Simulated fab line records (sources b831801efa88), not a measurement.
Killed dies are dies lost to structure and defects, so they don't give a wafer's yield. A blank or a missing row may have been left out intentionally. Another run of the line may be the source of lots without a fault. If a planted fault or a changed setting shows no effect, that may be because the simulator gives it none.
fab line records	flow sky130
record: lots: 5	wafers: 15	lastDay: 49
route steps=708 shown VIA3@597 METAL4@598 CAP2M@603
lots that met no fault: taken from a fault-free run of the same line
startH: hours from the record's opening day to when the first of the lot's shown wafers began	waitH: time in hours since the lot's previous step	" unchanged from the row above	L1.1+2: one row covering several wafers at once	- value missing, or start not given	* or withheld: withheld	< > ~ a bound
route shown NAME@n: names a module that has steps shown in the file, with the first one's number in the route	usual: mean/standard deviation of fault-free wafers	same: alike in all rows	chamber/n: place in a boat	sites: the reading at each site	_std_site: standard deviation across them	_edge_site: outer sites' mean less inner sites'	radiusMm: how far each site lies from the wafer's centre	mask NAME#n: copy n	behind: the last tool/chamber to shape the wafer	hold: why the lot was held/for how many hours/how that ended	device: the transistor (n, p or np) that didn't switch	end of line: the route-end tests of the same wafers	where a step has no rows: the recipe by itself	killed: at the first sort, the dies lost to defects and structure; wafer yield is something else	map: dies across one wafer; x = killed, . = not, _ = none there
set.NAME: the run value of the setting; set.NAME@STEP: its run value at that earlier step	model.NAME: the simulator's own value behind a step, which no gauge read
lots at selected steps of the route; one table per step, one row per wafer
services: from which hour (startH, from the record's first day; less than 0 if before it) a tool's chamber was out of use, for how many hours, and why
== steps ==
step: SKY_VIA3_CMP_24
recipe: stopOn: SiO2	tOverpolishS: 20	downForcePsi: 3.5	platenRpm: 60	targetThkNm: 0	padVelocityMS: 0.94248
usual: motorCurrentA: 11.1/0.88	overpolishRunS: 20.000/0.0091	platenRpm: 60.00/0.041	retainingRingPressureFrac: 1.000/0.005	timeToEndpointS: 94/3.2
lot.wafer	tool	chamber	startH	waitH	motorCurrentA	overpolishRunS	platenRpm	retainingRingPressureFrac	timeToEndpointS
L078.2	cmp-02	0	970.81	0.0	10.8	20.005	60.06	1.006	93
L078.5	"	0	"	"	10.8	20.010	59.97	0.988	93
L078.6	"	1	"	"	12.1	19.994	60.00	1.003	92
L081.2	cmp-02	3	984.05	0.0	11.0	20.019	60.01	1.004	96
L081.4	"	2	"	"	11.4	20.005	60.01	1.001	93
L081.5	"	0	"	"	11.0	20.005	60.02	1.002	89
L093.1	cmp-01	2	1053.92	0.1	10.5	20.011	60.05	0.995	92
L093.4	"	3	"	"	10.5	20.010	60.02	0.992	91
L093.5	"	2	"	"	10.7	20.016	60.05	1.003	90
L094.2	cmp-01	0	1058.00	0.0	11.6	20.000	59.96	0.994	97
L094.4	"	2	"	"	10.4	20.001	59.91	0.999	98
L094.1	"	3	"	"	10.1	20.003	59.94	0.997	96
L095.1	cmp-02	0	1064.41	0.1	10.5	19.998	60.05	0.995	98
L095.4	"	1	"	"	12.0	19.982	60.00	1.001	93
L095.5	"	2	"	"	11.4	19.996	59.98	0.995	100
step: SKY_METAL4_SPUTTER_00
recipe: material: Ti	targetThkNm: 15	powerW: 3000	timeS: 10	chamberPressurePa: 0.4
usual: throttleValvePct: 30.1/1
lot.wafer	tool	chamber	startH	waitH	throttleValvePct
L078.2	pvdSputter-03	-	971.11	0.2	30.8
L078.5	"	-	"	"	31.6
L078.6	"	-	"	"	28.3
L081.2	pvdSputter-01	-	984.35	0.2	28.3
L081.4	"	-	"	"	29.5
L081.5	"	-	"	"	30.6
L093.1	pvdSputter-02	-	1054.22	0.2	31.3
L093.4	"	-	"	"	29.1
L093.5	"	-	"	"	29.7
L094.1	pvdSputter-02	-	1058.30	0.1	29.9
L094.2	"	-	"	"	29.8
L094.4	"	-	"	"	31.5
L095.1	pvdSputter-01	-	1064.61	0.1	31.6
L095.4	"	-	"	"	29.5
L095.5	"	-	"	"	31.5
step: SKY_METAL4_SPUTTER_01
recipe: material: TiN	targetThkNm: 20	powerW: 6500	timeS: 16.7	chamberPressurePa: 0.4
usual: throttleValvePct: 30.1/1
lot.wafer	tool	chamber	startH	waitH	throttleValvePct
L078.2	pvdSputter-03	-	971.13	0.0	30.8
L078.5	"	-	"	"	31.3
L078.6	"	-	"	"	28.3
L081.2	pvdSputter-01	-	984.37	0.0	28.6
L081.4	"	-	"	"	29.6
L081.5	"	-	"	"	30.2
L093.1	pvdSputter-02	-	1054.24	0.0	31.4
L093.4	"	-	"	"	29.6
L093.5	"	-	"	"	30.2
L094.1	pvdSputter-02	-	1058.32	0.0	30.1
L094.2	"	-	"	"	29.7
L094.4	"	-	"	"	31.5
L095.1	pvdSputter-01	-	1064.63	0.0	31.5
L095.4	"	-	"	"	29.6
L095.5	"	-	"	"	31.5
step: SKY_METAL4_SPUTTER_02
recipe: material: AlCu	targetThkNm: 735	powerW: 10600	timeS: 39.1	chamberPressurePa: 0.4
usual: throttleValvePct: 30.1/1
lot.wafer	tool	chamber	startH	waitH	throttleValvePct
L078.2	pvdSputter-03	-	971.15	0.0	30.6
L078.5	"	-	"	"	31.4
L078.6	"	-	"	"	28.3
L081.2	pvdSputter-01	-	984.40	0.0	28.2
L081.4	"	-	"	"	29.7
L081.5	"	-	"	"	30.4
L093.1	pvdSputter-02	-	1054.27	0.0	31.7
L093.4	"	-	"	"	29.5
L093.5	"	-	"	"	30.0
L094.1	pvdSputter-02	-	1058.35	0.0	30.2
L094.2	"	-	"	"	29.9
L094.4	"	-	"	"	31.5
L095.1	pvdSputter-01	-	1064.65	0.0	31.1
L095.4	"	-	"	"	29.6
L095.5	"	-	"	"	31.0
step: SKY_METAL4_SPUTTER_03
recipe: material: Ti	targetThkNm: 5	powerW: 3000	timeS: 3.3	chamberPressurePa: 0.4
usual: throttleValvePct: 30.1/1
lot.wafer	tool	chamber	startH	waitH	throttleValvePct
L078.2	pvdSputter-03	-	971.19	0.0	30.7
L078.5	"	-	"	"	31.3
L078.6	"	-	"	"	28.3
L081.2	pvdSputter-01	-	984.44	0.0	28.4
L081.4	"	-	"	"	29.8
L081.5	"	-	"	"	30.5
L093.1	pvdSputter-02	-	1054.31	0.0	31.5
L093.4	"	-	"	"	29.2
L093.5	"	-	"	"	30.1
L094.1	pvdSputter-02	-	1058.39	0.0	30.1
L094.2	"	-	"	"	29.9
L094.4	"	-	"	"	31.7
L095.1	pvdSputter-01	-	1064.69	0.0	31.4
L095.4	"	-	"	"	29.7
L095.5	"	-	"	"	31.7
step: SKY_METAL4_SPUTTER_04
recipe: material: TiN	targetThkNm: 70	powerW: 6500	timeS: 58.3	chamberPressurePa: 0.4
usual: throttleValvePct: 30.1/1
lot.wafer	tool	chamber	startH	waitH	throttleValvePct
L078.2	pvdSputter-03	-	971.21	0.0	30.8
L078.5	"	-	"	"	31.1
L078.6	"	-	"	"	28.5
L081.2	pvdSputter-01	-	984.45	0.0	28.4
L081.4	"	-	"	"	29.8
L081.5	"	-	"	"	30.3
L093.1	pvdSputter-02	-	1054.33	0.0	31.5
L093.4	"	-	"	"	28.9
L093.5	"	-	"	"	29.8
L094.1	pvdSputter-02	-	1058.41	0.0	30.1
L094.2	"	-	"	"	30.0
L094.4	"	-	"	"	31.4
L095.1	pvdSputter-01	-	1064.71	0.0	31.3
L095.4	"	-	"	"	29.8
L095.5	"	-	"	"	31.2
step: SKY_CAP2M_CVD_00
recipe: material: SiO2	targetThkNm: 15.5	tempC: 400	timeS: withheld	rfW: 450
usual: heaterPowerW: 711/120
lot.wafer	tool	chamber	startH	waitH	heaterPowerW
L078.2	pecvd-04	2	971.26	0.0	860
L078.5	"	1	"	"	800
L078.6	"	0	"	"	516
L081.2	pecvd-02	1	984.50	0.0	566
L081.4	"	2	"	"	686
L081.5	"	0	"	"	796
L093.1	pecvd-04	2	1054.37	0.0	829
L093.4	"	1	"	"	687
L093.5	"	2	"	"	853
L094.1	pecvd-02	0	1058.46	0.0	774
L094.2	"	1	"	"	574
L094.4	"	1	"	"	570
L095.1	pecvd-03	1	1064.76	0.0	748
L095.4	"	0	"	"	860
L095.5	"	2	"	"	618
step: SKY_CAP2M_THK_MEAS_01
recipe: reads: SiO2_of_CAP2M_CVD_00
usual: CAP2M_CVD_00_THK: 15.51/0.23
lot.wafer	tool	chamber	startH	waitH	CAP2M_CVD_00_THK[nm]
L078.2	filmMetro-01	-	971.29	-	15.50
L078.5	"	-	"	"	15.59
L078.6	"	-	"	"	15.75
L081.2	filmMetro-03	-	984.54	-	15.74
L081.4	"	-	"	"	15.80
L081.5	"	-	"	"	15.61
L093.1	filmMetro-01	-	1054.40	-	15.14
L093.4	"	-	"	"	15.07
L093.5	"	-	"	"	15.51
L094.1	filmMetro-03	-	1058.48	-	15.27
L094.2	"	-	"	"	15.37
L094.4	"	-	"	"	15.40
L095.1	filmMetro-01	-	1064.78	-	15.23
L095.4	"	-	"	"	15.67
L095.5	"	-	"	"	15.87
step: SKY_CAP2M_SPUTTER_02
recipe: material: TiN	targetThkNm: 200	tempC: 300	powerW: 6500	timeS: 166.7	chamberPressurePa: 0.4
usual: throttleValvePct: 29.7/1.3
lot.wafer	tool	chamber	startH	waitH	throttleValvePct
L078.2	pvdSputter-01	-	971.34	0.0	29.5
L078.5	"	-	"	"	28.5
L078.6	"	-	"	"	31.3
L081.2	pvdSputter-04	-	984.59	0.0	28.5
L081.4	"	-	"	"	28.7
L081.5	"	-	"	"	28.8
L093.1	pvdSputter-01	-	1054.46	0.1	29.7
L093.4	"	-	"	"	30.6
L093.5	"	-	"	"	29.8
L094.1	pvdSputter-04	-	1058.54	0.1	28.4
L094.2	"	-	"	"	31.8
L094.4	"	-	"	"	28.6
L095.1	pvdSputter-02	-	1064.84	0.1	30.1
L095.4	"	-	"	"	31.4
L095.5	"	-	"	"	29.8
step: SKY_CAP2M_RS_MEAS_03
recipe: thkMeasGauge: four-point-probe	reads: TiN_of_CAP2M_SPUTTER_02
usual: CAP2M_TIN_RS: 6.87/0.078
lot.wafer	tool	chamber	startH	waitH	CAP2M_TIN_RS[ohm/sq]
L078.2	filmMetro-03	-	971.47	0.1	6.81
L078.5	"	-	"	"	6.83
L078.6	"	-	"	"	6.83
L081.2	filmMetro-02	-	984.71	0.1	6.91
L081.4	"	-	"	"	6.97
L081.5	"	-	"	"	6.96
L093.1	filmMetro-03	-	1054.57	0.1	6.80
L093.4	"	-	"	"	6.98
L093.5	"	-	"	"	6.80
L094.1	filmMetro-01	-	1058.65	0.1	6.90
L094.2	"	-	"	"	6.82
L094.4	"	-	"	"	6.87
L095.1	filmMetro-03	-	1064.95	0.1	6.89
L095.4	"	-	"	"	6.79
L095.5	"	-	"	"	6.77
step: SKY_CAP2M_THK_MEAS_04
recipe: thkMeasGauge: xrf	reads: TiN_of_CAP2M_SPUTTER_02
usual: CAP2M_TIN_THK: 196.1/2.1
lot.wafer	tool	chamber	startH	waitH	CAP2M_TIN_THK[nm]
L078.2	filmMetro-03	-	971.58	0.1	197.4
L078.5	"	-	"	"	197.1
L078.6	"	-	"	"	195.3
L081.2	filmMetro-02	-	984.82	0.1	195.5
L081.4	"	-	"	"	193.5
L081.5	"	-	"	"	193.4
L093.1	filmMetro-03	-	1054.69	0.1	197.9
L093.4	"	-	"	"	193.8
L093.5	"	-	"	"	198.4
L094.1	filmMetro-01	-	1058.77	0.1	194.9
L094.2	"	-	"	"	196.8
L094.4	"	-	"	"	196.1
L095.1	filmMetro-03	-	1065.07	0.1	193.8
L095.4	"	-	"	"	197.4
L095.5	"	-	"	"	196.9
step: SKY_CAP2M_DEHYDRATE_05
recipe: tempC: 200	timeS: 60
lot.wafer	tool	chamber	startH	waitH
L078.2+5+6	lithoTrack-03	0	982.24	10.6
L081.2+4+5	lithoTrack-04	0	996.39	11.6
L093.1+4+5	lithoTrack-03	0	1065.36	10.7
L094.1+2+4	lithoTrack-04	0	1068.22	9.4
L095.1+4+5	lithoTrack-03	0	1073.51	8.4
step: SKY_CAP2M_HMDS_06
recipe: primeTimeS: 60	primeTempC: 120
lot.wafer	tool	chamber	startH	waitH
L078.2+5+6	lithoTrack-03	0	982.39	0.1
L081.2+4+5	lithoTrack-04	0	996.54	0.1
L093.1+4+5	lithoTrack-03	0	1065.51	0.1
L094.1+2+4	lithoTrack-04	0	1068.37	0.1
L095.1+4+5	lithoTrack-03	0	1073.66	0.1
step: SKY_CAP2M_COAT_07
recipe: resist: NOVOLAK	spinRpm: 3000	resistThkNm: 1140
lot.wafer	tool	chamber	startH	waitH
L078.2+5+6	lithoTrack-03	0	982.54	0.1
L081.2+4+5	lithoTrack-04	0	996.69	0.1
L093.1+4+5	lithoTrack-03	0	1065.66	0.1
L094.1+2+4	lithoTrack-04	0	1068.52	0.1
L095.1+4+5	lithoTrack-03	0	1073.81	0.1
step: SKY_CAP2M_SOFTBAKE_08
recipe: tempC: 90	timeS: 60	resist: NOVOLAK
lot.wafer	tool	chamber	startH	waitH
L078.2+5+6	lithoTrack-03	0	982.69	0.1
L081.2+4+5	lithoTrack-04	0	996.84	0.1
L093.1+4+5	lithoTrack-03	0	1065.81	0.1
L094.1+2+4	lithoTrack-04	0	1068.67	0.1
L095.1+4+5	lithoTrack-03	0	1073.96	0.1
step: SKY_CAP2M_EXPOSE_09
recipe: maskId: CAP2M	na: 0.6	sourceShape: conventional	sigmaOuter: 0.6	polarization: unpolarized	targetCdNm: 1000	doseMj: 159
usual: focusOffsetNm: 0.0/0.47
same: sigmaOuter: 0.6
lot.wafer	tool	chamber	startH	waitH	mask	focusOffsetNm
L078.2	ilineStepper-02	0	-	-	CAP2M#0	0.4
L078.5	"	0	"	"	CAP2M#0	0.0
L078.6	"	0	"	"	CAP2M#0	0.6
L081.2	ilineStepper-02	0	-	-	CAP2M#0	-0.3
L081.4	"	0	"	"	CAP2M#0	-0.1
L081.5	"	0	"	"	CAP2M#0	0.1
L093.1	ilineStepper-02	0	-	-	CAP2M#0	-0.5
L093.4	"	0	"	"	CAP2M#0	0.0
L093.5	"	0	"	"	CAP2M#0	0.4
L094.1	ilineStepper-02	0	-	-	CAP2M#0	-0.1
L094.2	"	0	"	"	CAP2M#0	0.0
L094.4	"	0	"	"	CAP2M#0	-0.2
L095.1	ilineStepper-01	0	-	-	CAP2M#0	0.6
L095.4	"	0	"	"	CAP2M#0	0.4
L095.5	"	0	"	"	CAP2M#0	0.8
step: SKY_CAP2M_PEB_10
recipe: tempC: withheld	timeS: *	resist: NOVOLAK
lot.wafer	tool	chamber	startH	waitH
L078.2+5+6	lithoTrack-02	0	-	-
L081.2+4+5	lithoTrack-02	0	-	-
L093.1+4+5	lithoTrack-02	0	-	-
L094.1+2+4	lithoTrack-03	0	-	-
L095.1+4+5	lithoTrack-03	0	-	-
step: SKY_CAP2M_DEVELOP_11
recipe: resist: NOVOLAK	developer: TMAH	developTimeS: 60	devTempC: 23
lot.wafer	tool	chamber	startH	waitH
L078.2+5+6	lithoTrack-02	0	994.98	0.1
L081.2+4+5	lithoTrack-02	0	1007.68	0.1
L093.1+4+5	lithoTrack-02	0	1075.60	0.1
L094.1+2+4	lithoTrack-03	0	1079.01	0.1
L095.1+4+5	lithoTrack-03	0	1084.71	0.1
step: SKY_CAP2M_OVL_MEAS_12
usual: CAP2M_OVL: -0.5/1.1
lot.wafer	tool	chamber	startH	waitH	CAP2M_OVL[nm]
L078.2	overlay-01	-	995.11	0.1	-0.2
L078.5	"	-	"	"	1.2
L078.6	"	-	"	"	-0.5
L081.2	overlay-01	-	1007.81	0.1	-0.9
L081.4	"	-	"	"	0.7
L081.5	"	-	"	"	0.3
L093.1	overlay-02	-	1075.75	0.1	-4.5
L093.4	"	-	"	"	0.7
L093.5	"	-	"	"	-1.1
L094.1	overlay-01	-	1079.16	0.1	0.0
L094.2	"	-	"	"	1.0
L094.4	"	-	"	"	0.5
L095.1	overlay-02	-	1084.86	0.1	1.0
L095.4	"	-	"	"	-3.6
L095.5	"	-	"	"	-0.5
step: SKY_CAP2M_METAL_ETCH_13
recipe: targetDepthNm: 220	stopOn: SiO2	chemistry: Cl2/BCl3	target: TiN	pressureMtorr: 10	icpW: 900	biasW: 48.5	Cl2_flow_sccm: 60	bcl3FlowSccm: 30	timeS: 62.9
usual: biasW: 48.50/0.15	drypumpMotorCurrentA: 5.7/0.4	mfcCl2Sccm: 59.99/0.18	oesProductAu: 0.944/0.0078	throttleValvePct: 21.900/0.0088
lot.wafer	tool	chamber	startH	waitH	biasW	drypumpMotorCurrentA	mfcCl2Sccm	oesProductAu	rfHoursCounterH	throttleValvePct
L078.2	rieMetal-04	1	995.14	0.0	48.66	5.2	60.21	0.950	14	21.906
L078.5	"	0	"	"	48.06	6.2	59.90	0.952	-	21.914
L078.6	"	1	"	"	48.32	5.2	59.88	0.943	-	21.909
L081.2	rieMetal-03	0	1007.84	0.0	48.62	5.8	59.78	0.933	5	21.894
L081.4	"	0	"	"	48.62	5.8	60.02	0.939	-	21.907
L081.5	"	1	"	"	48.54	6.0	60.16	0.942	-	21.914
L093.1	rieMetal-04	1	1075.79	0.0	48.69	5.2	60.06	0.949	20	21.890
L093.4	"	1	"	"	48.68	5.1	60.05	0.936	-	21.905
L093.5	"	0	"	"	48.52	6.2	59.49	0.947	-	21.904
L094.1	rieMetal-01	1	1079.20	0.0	48.57	5.3	60.32	0.938	6	21.904
L094.2	"	0	"	"	48.56	5.8	59.97	0.939	9	21.902
L094.4	"	0	"	"	48.47	5.8	59.81	0.939	-	21.903
L095.1	rieMetal-04	1	1084.90	0.0	48.49	5.2	60.08	0.944	20	21.908
L095.4	"	0	"	"	48.73	6.2	59.89	0.953	-	21.897
L095.5	"	1	"	"	48.39	5.1	60.22	0.953	-	21.897
step: SKY_CAP2M_STRIP_14
recipe: chemistry: O2/N2	powerW: 1400	pressureMtorr: 1500	platenTempC: withheld	o2FlowSccm: 3000	n2FlowSccm: 300	overashFraction: 0.5
usual: drypumpMotorCurrentA: 5.5/0.4	oesProductAu: 0.710/0.0042	stripTimeToEndpointS: 12.67/0.048
lot.wafer	tool	chamber	startH	waitH	drypumpMotorCurrentA	oesProductAu	rfHoursCounterH	stripTimeToEndpointS
L078.2	plasmaAsher-04	0	995.22	0.1	5.8	0.712	85	12.65
L078.5	"	1	"	"	5.4	0.718	-	12.61
L078.6	"	0	"	"	5.8	0.707	-	12.61
L081.2	plasmaAsher-03	1	1007.92	0.1	5.8	0.706	115	12.64
L081.4	"	0	"	"	5.0	0.705	-	12.66
L081.5	"	0	"	"	5.0	0.708	-	12.70
L093.1	plasmaAsher-03	1	1075.87	0.1	5.9	0.706	1	12.70
L093.4	"	1	"	"	5.8	0.705	-	12.65
L093.5	"	1	"	"	5.8	0.707	-	12.68
L094.1	plasmaAsher-04	0	1079.28	0.1	5.8	0.712	94	12.63
L094.2	"	1	"	"	5.3	0.715	94	12.64
L094.4	"	1	"	"	5.3	0.709	-	12.67
L095.1	plasmaAsher-03	1	1084.98	0.1	5.8	0.704	2	12.74
L095.4	"	1	"	"	5.8	0.708	-	12.68
L095.5	"	1	"	"	5.8	0.710	-	12.70
step: SKY_CAP2M_STRIP_15
recipe: chemistry: postEtchResidueRemover	timeS: 1200	tempC: 72.5
usual: bathGuardTempC: 72.2/0.5
lot.wafer	tool	chamber	startH	waitH	bathGuardTempC
L078.2	wetBench-03	1	995.32	0.1	71.9
L078.5	"	1	"	"	72.1
L078.6	"	1	"	"	72.0
L081.2	wetBench-04	2	1008.02	0.1	72.0
L081.4	"	2	"	"	71.8
L081.5	"	2	"	"	71.9
L093.1	wetBench-04	0	1075.97	0.1	71.1
L093.4	"	0	"	"	71.4
L093.5	"	0	"	"	71.0
L094.1	wetBench-03	2	1079.38	0.1	73.3
L094.2	"	2	"	"	73.8
L094.4	"	2	"	"	73.2
L095.1	wetBench-02	1	1085.08	0.1	72.7
L095.4	"	1	"	"	72.2
L095.5	"	1	"	"	72.3
== services ==
tool	chamber	startH	hours	kind
pvdSputter-03	-	951.90	0.8	repair
pvdSputter-04	-	953.45	2.4	repair
pecvd-03	0	955.68	3.6	repair
rieMetal-04	-	956.44	1.4	pm
cmp-01	-	957.95	0.5	repair
wetBench-02	-	961.59	1.1	repair
pvdSputter-03	-	964.66	6.2	repair
cmp-02	-	970.11	0.4	repair
ilineStepper-02	-	972.69	4.5	repair
cmp-01	-	974.76	4.7	pm
cmp-01	-	982.68	4.8	repair
cmp-02	-	1002.70	7.7	pm
rieMetal-03	1	1011.18	27.6	repair
pvdSputter-02	-	1019.72	1.9	repair
pecvd-02	0	1020.76	15.2	repair
cmp-01	-	1021.69	1.3	repair
cmp-01	-	1023.76	2.2	repair
wetBench-04	-	1024.77	5.1	repair
plasmaAsher-03	-	1029.53	2.1	repair
rieMetal-03	0	1031.79	19.2	repair
wetBench-04	-	1039.30	1.9	pm
plasmaAsher-03	-	1055.25	9.0	pm
pecvd-04	-	1061.54	6.0	pm
pvdSputter-02	-	1079.61	3.6	repair
== key ==
fault none
